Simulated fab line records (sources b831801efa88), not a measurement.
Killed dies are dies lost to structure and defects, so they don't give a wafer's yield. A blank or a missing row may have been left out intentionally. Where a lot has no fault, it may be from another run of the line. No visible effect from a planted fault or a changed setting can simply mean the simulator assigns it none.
Which tool was responsible? || flow sky130 || 12 lots, 36 wafers sampled, at 4 steps of a route of 708

WHAT THE GAUGES SHOWED, per wafer
SKY_VIA4_THK_MEAS_01.
{"lot": "L752", "measured": "day 42 06:41", "on": "filmMetro-02", "VIA4_HDPCVD_THK (nm)": "1675 1721 1714"}
{"lot": "L754", "measured": "day 42 12:04", "on": "filmMetro-01", "VIA4_HDPCVD_THK (nm)": "1709 1699 1690"}
{"lot": "L755", "measured": "day 42 14:45", "on": "filmMetro-01", "VIA4_HDPCVD_THK (nm)": "1689 1710 1675"}
{"lot": "L758", "measured": "day 43 12:58", "on": "filmMetro-01", "VIA4_HDPCVD_THK (nm)": "1689 1657 1687"}
{"lot": "L757", "measured": "day 43 13:58", "on": "filmMetro-01", "VIA4_HDPCVD_THK (nm)": "1690 1685 1685"}
{"lot": "L759", "measured": "day 43 18:22", "on": "filmMetro-03", "VIA4_HDPCVD_THK (nm)": "1680 1703 1696"}
{"lot": "L761", "measured": "day 44 10:40", "on": "filmMetro-01", "VIA4_HDPCVD_THK (nm)": "1652 1651 1686"}
{"lot": "L762", "measured": "day 44 18:37", "on": "filmMetro-01", "VIA4_HDPCVD_THK (nm)": "1705 1699 1729"}
{"lot": "L763", "measured": "day 45 05:38", "on": "filmMetro-01", "VIA4_HDPCVD_THK (nm)": "1673 1674 1687"}
{"lot": "L765", "measured": "day 45 16:12", "on": "filmMetro-03", "VIA4_HDPCVD_THK (nm)": "1668 1691 1670"}
{"lot": "L766", "measured": "day 45 17:01", "on": "filmMetro-02", "VIA4_HDPCVD_THK (nm)": "1685 1674 1673"}
{"lot": "L769", "measured": "day 46 10:07", "on": "filmMetro-01", "VIA4_HDPCVD_THK (nm)": "1671 1693 1672"}

SKY_PAD_OPEN_BOW_MEAS_13.
{"lot": "L752", "measured": "day 46 05:19", "on": "filmMetro-01", "PAD_OPEN_BOW (um)": "60 52 52"}
{"lot": "L754", "measured": "day 46 10:26", "on": "filmMetro-04", "PAD_OPEN_BOW (um)": "49 50 44"}
{"lot": "L755", "measured": "day 46 11:21", "on": "filmMetro-04", "PAD_OPEN_BOW (um)": "38 43 45"}
{"lot": "L758", "measured": "day 47 07:29", "on": "filmMetro-02", "PAD_OPEN_BOW (um)": "42 53 47"}
{"lot": "L757", "measured": "day 47 09:12", "on": "filmMetro-02", "PAD_OPEN_BOW (um)": "41 47 37"}
{"lot": "L759", "measured": "day 47 12:47", "on": "filmMetro-04", "PAD_OPEN_BOW (um)": "47 49 47"}
{"lot": "L761", "measured": "day 48 04:13", "on": "filmMetro-01", "PAD_OPEN_BOW (um)": "55 53 56"}
{"lot": "L762", "measured": "day 48 10:31", "on": "filmMetro-04", "PAD_OPEN_BOW (um)": "48 57 52"}
{"lot": "L763", "measured": "day 48 18:34", "on": "filmMetro-04", "PAD_OPEN_BOW (um)": "59 50 59"}
{"lot": "L765", "measured": "day 49 04:40", "on": "filmMetro-04", "PAD_OPEN_BOW (um)": "48 44 46"}
{"lot": "L766", "measured": "day 49 05:19", "on": "filmMetro-02", "PAD_OPEN_BOW (um)": "32 32 33"}
{"lot": "L769", "measured": "day 49 17:28", "on": "filmMetro-02", "PAD_OPEN_BOW (um)": "70 64 56"}

TOOL THAT RAN EACH LOT (tool first, then ch and the chambers of the sampled wafers, then the start)
{"lot": "L752", "SKY_PASSIVATION_CVD_00": "pecvd-02 ch 1,2, day 44 06:50", "SKY_PASSIVATION_ETCH_11": "rieDiel-02 ch 0,1,2, day 45 05:43"}
{"lot": "L754", "SKY_PASSIVATION_CVD_00": "pecvd-03 ch 0,1,2, day 44 12:59", "SKY_PASSIVATION_ETCH_11": "rieDiel-03 ch 0,1,3, day 45 11:05"}
{"lot": "L755", "SKY_PASSIVATION_CVD_00": "pecvd-02 ch 1,2, day 44 13:46", "SKY_PASSIVATION_ETCH_11": "rieDiel-02 ch 0,1,2, day 45 11:54"}
{"lot": "L758", "SKY_PASSIVATION_CVD_00": "pecvd-02 ch 0,1, day 45 11:14", "SKY_PASSIVATION_ETCH_11": "rieDiel-02 ch 2,3, day 46 08:47"}
{"lot": "L757", "SKY_PASSIVATION_CVD_00": "pecvd-01 ch 1,2, day 45 13:05", "SKY_PASSIVATION_ETCH_11": "rieDiel-03 ch 0,2,3, day 46 10:38"}
{"lot": "L759", "SKY_PASSIVATION_CVD_00": "pecvd-01 ch 1,2, day 45 17:20", "SKY_PASSIVATION_ETCH_11": "rieDiel-01 ch 1,2, day 46 14:09"}
{"lot": "L761", "SKY_PASSIVATION_CVD_00": "pecvd-01 ch 1,2, day 46 09:46", "SKY_PASSIVATION_ETCH_11": "rieDiel-02 ch 0,3, day 47 06:16"}
{"lot": "L762", "SKY_PASSIVATION_CVD_00": "pecvd-01 ch 1,2, day 46 16:16", "SKY_PASSIVATION_ETCH_11": "rieDiel-01 ch 2,3, day 47 12:22"}
{"lot": "L763", "SKY_PASSIVATION_CVD_00": "pecvd-03 ch 0,2, day 47 02:19", "SKY_PASSIVATION_ETCH_11": "rieDiel-01 ch 0,1,3, day 47 21:49"}
{"lot": "L765", "SKY_PASSIVATION_CVD_00": "pecvd-03 ch 0,2, day 47 11:42", "SKY_PASSIVATION_ETCH_11": "rieDiel-02 ch 2,3, day 48 07:31"}
{"lot": "L766", "SKY_PASSIVATION_CVD_00": "pecvd-01 ch 0,1, day 47 12:32", "SKY_PASSIVATION_ETCH_11": "rieDiel-03 ch 1,2,3, day 48 08:32"}
{"lot": "L769", "SKY_PASSIVATION_CVD_00": "pecvd-01 ch 0,1, day 48 04:13", "SKY_PASSIVATION_ETCH_11": "rieDiel-02 ch 1,3, day 48 22:14"}
- SKY_PASSIVATION_CVD_00: deposits SiO2, target thk 90 nm.
- SKY_PASSIVATION_ETCH_11: etches the open film in CF4/O2, stops on AlCu, target depth 725 nm, time 161.1 s.

WHAT THE TOOLS THEMSELVES READ (means of the sampled wafers that have a number; where no wafer has one, the mark that the record gives instead)
SKY_PASSIVATION_CVD_00.
{"lot": "L752", "tool": "pecvd-02", "heaterPowerW (W)": 684, "rfFwdPowerW (W)": 590}
{"lot": "L754", "tool": "pecvd-03", "heaterPowerW (W)": 700, "rfFwdPowerW (W)": 590}
{"lot": "L755", "tool": "pecvd-02", "heaterPowerW (W)": 683, "rfFwdPowerW (W)": 590}
{"lot": "L758", "tool": "pecvd-02", "heaterPowerW (W)": 729, "rfFwdPowerW (W)": 588}
{"lot": "L757", "tool": "pecvd-01", "heaterPowerW (W)": 569, "rfFwdPowerW (W)": 586}
{"lot": "L759", "tool": "pecvd-01", "heaterPowerW (W)": 565, "rfFwdPowerW (W)": 585}
{"lot": "L761", "tool": "pecvd-01", "heaterPowerW (W)": 546, "rfFwdPowerW (W)": 587}
{"lot": "L762", "tool": "pecvd-01", "heaterPowerW (W)": 634, "rfFwdPowerW (W)": 585}
{"lot": "L763", "tool": "pecvd-03", "heaterPowerW (W)": 862, "rfFwdPowerW (W)": 593}
{"lot": "L765", "tool": "pecvd-03", "heaterPowerW (W)": 812, "rfFwdPowerW (W)": 591}
{"lot": "L766", "tool": "pecvd-01", "heaterPowerW (W)": 499, "rfFwdPowerW (W)": 592}
{"lot": "L769", "tool": "pecvd-01", "heaterPowerW (W)": 548, "rfFwdPowerW (W)": 590}

SKY_PASSIVATION_ETCH_11.
{"lot": "L752", "tool": "rieDiel-02", "cf4FlowSccm (sccm)": 80.08, "drypumpMotorCurrentA (A)": 6.1, "oesProductAu (a.u.)": 0.975, "rfFwdPowerW (W)": 797.1, "runLengthS (s)": 189.6, "throttleValvePct (%)": 5.961}
{"lot": "L754", "tool": "rieDiel-03", "cf4FlowSccm (sccm)": 79.98, "drypumpMotorCurrentA (A)": 5.8, "oesProductAu (a.u.)": 0.974, "rfFwdPowerW (W)": 795.7, "runLengthS (s)": 189.7, "throttleValvePct (%)": 5.964}
{"lot": "L755", "tool": "rieDiel-02", "cf4FlowSccm (sccm)": 79.79, "drypumpMotorCurrentA (A)": 6.0, "oesProductAu (a.u.)": 0.980, "rfFwdPowerW (W)": 797.3, "runLengthS (s)": 189.6, "throttleValvePct (%)": 5.965}
{"lot": "L758", "tool": "rieDiel-02", "cf4FlowSccm (sccm)": 80.35, "drypumpMotorCurrentA (A)": 6.3, "oesProductAu (a.u.)": 0.975, "rfFwdPowerW (W)": 794.7, "runLengthS (s)": 190.4, "throttleValvePct (%)": 5.966}
{"lot": "L757", "tool": "rieDiel-03", "cf4FlowSccm (sccm)": 79.95, "drypumpMotorCurrentA (A)": 5.7, "oesProductAu (a.u.)": 0.976, "rfFwdPowerW (W)": 796.6, "runLengthS (s)": 189.8, "throttleValvePct (%)": 5.958}
{"lot": "L759", "tool": "rieDiel-01", "cf4FlowSccm (sccm)": 79.94, "drypumpMotorCurrentA (A)": 4.9, "oesProductAu (a.u.)": 0.979, "rfFwdPowerW (W)": 796.7, "runLengthS (s)": 189.7, "throttleValvePct (%)": 5.967}
{"lot": "L761", "tool": "rieDiel-02", "cf4FlowSccm (sccm)": 80.20, "drypumpMotorCurrentA (A)": 6.1, "oesProductAu (a.u.)": 0.975, "rfFwdPowerW (W)": 795.1, "runLengthS (s)": 190.0, "throttleValvePct (%)": 5.967}
{"lot": "L762", "tool": "rieDiel-01", "cf4FlowSccm (sccm)": 80.09, "drypumpMotorCurrentA (A)": 5.3, "oesProductAu (a.u.)": 0.982, "rfFwdPowerW (W)": 794.6, "runLengthS (s)": 189.4, "throttleValvePct (%)": 5.960}
{"lot": "L763", "tool": "rieDiel-01", "cf4FlowSccm (sccm)": 80.25, "drypumpMotorCurrentA (A)": 5.5, "oesProductAu (a.u.)": 0.973, "rfFwdPowerW (W)": 794.4, "runLengthS (s)": 189.3, "throttleValvePct (%)": 5.972}
{"lot": "L765", "tool": "rieDiel-02", "cf4FlowSccm (sccm)": 80.11, "drypumpMotorCurrentA (A)": 6.3, "oesProductAu (a.u.)": 0.978, "rfFwdPowerW (W)": 795.7, "runLengthS (s)": 190.0, "throttleValvePct (%)": 5.970}
{"lot": "L766", "tool": "rieDiel-03", "cf4FlowSccm (sccm)": 80.07, "drypumpMotorCurrentA (A)": 5.6, "oesProductAu (a.u.)": 0.977, "rfFwdPowerW (W)": 793.5, "runLengthS (s)": 189.5, "throttleValvePct (%)": 5.962}
{"lot": "L769", "tool": "rieDiel-02", "cf4FlowSccm (sccm)": 80.20, "drypumpMotorCurrentA (A)": 6.1, "oesProductAu (a.u.)": 0.988, "rfFwdPowerW (W)": 796.8, "runLengthS (s)": 187.4, "throttleValvePct (%)": 5.975}

THE ANSWER, worked out from the rows above alone
Rule: usual is defined by the lots themselves. Put in order of their means at a reading, lots are off if they are a third of the lots or fewer, leave a main group of 4 or more, and stand apart from it by a gap of 3 or more times the standard deviation of the main group's means; of several such gaps the widest counts. If all means in a main group match to the digits the tables above print for the reading, that group is not used. Also off: a lot with no number at a reading for which 4 or more lots have one. Where the step has rows for the other lots, those lots are counted as sound. The gauges are gone through in route order, then the tools' own readings, and for those a lot's mean is taken as printed above. The first step at which some lot is off is used, and at that step the reading that is off furthest; a lot without a number counts as furthest.
Off at SKY_PASSIVATION_ETCH_11 (runLengthS): L769. Main group: mean 189.7 s, sd 0.3.
If a tool, at that step or one of the process steps before it, ran each lot that is off and ran no sound lot following the first of them, it fits. Can't be told from this: 2 tools fit, pecvd-01 at SKY_PASSIVATION_CVD_00, rieDiel-02 at SKY_PASSIVATION_ETCH_11.

WHAT THE SIMULATOR PUT IN
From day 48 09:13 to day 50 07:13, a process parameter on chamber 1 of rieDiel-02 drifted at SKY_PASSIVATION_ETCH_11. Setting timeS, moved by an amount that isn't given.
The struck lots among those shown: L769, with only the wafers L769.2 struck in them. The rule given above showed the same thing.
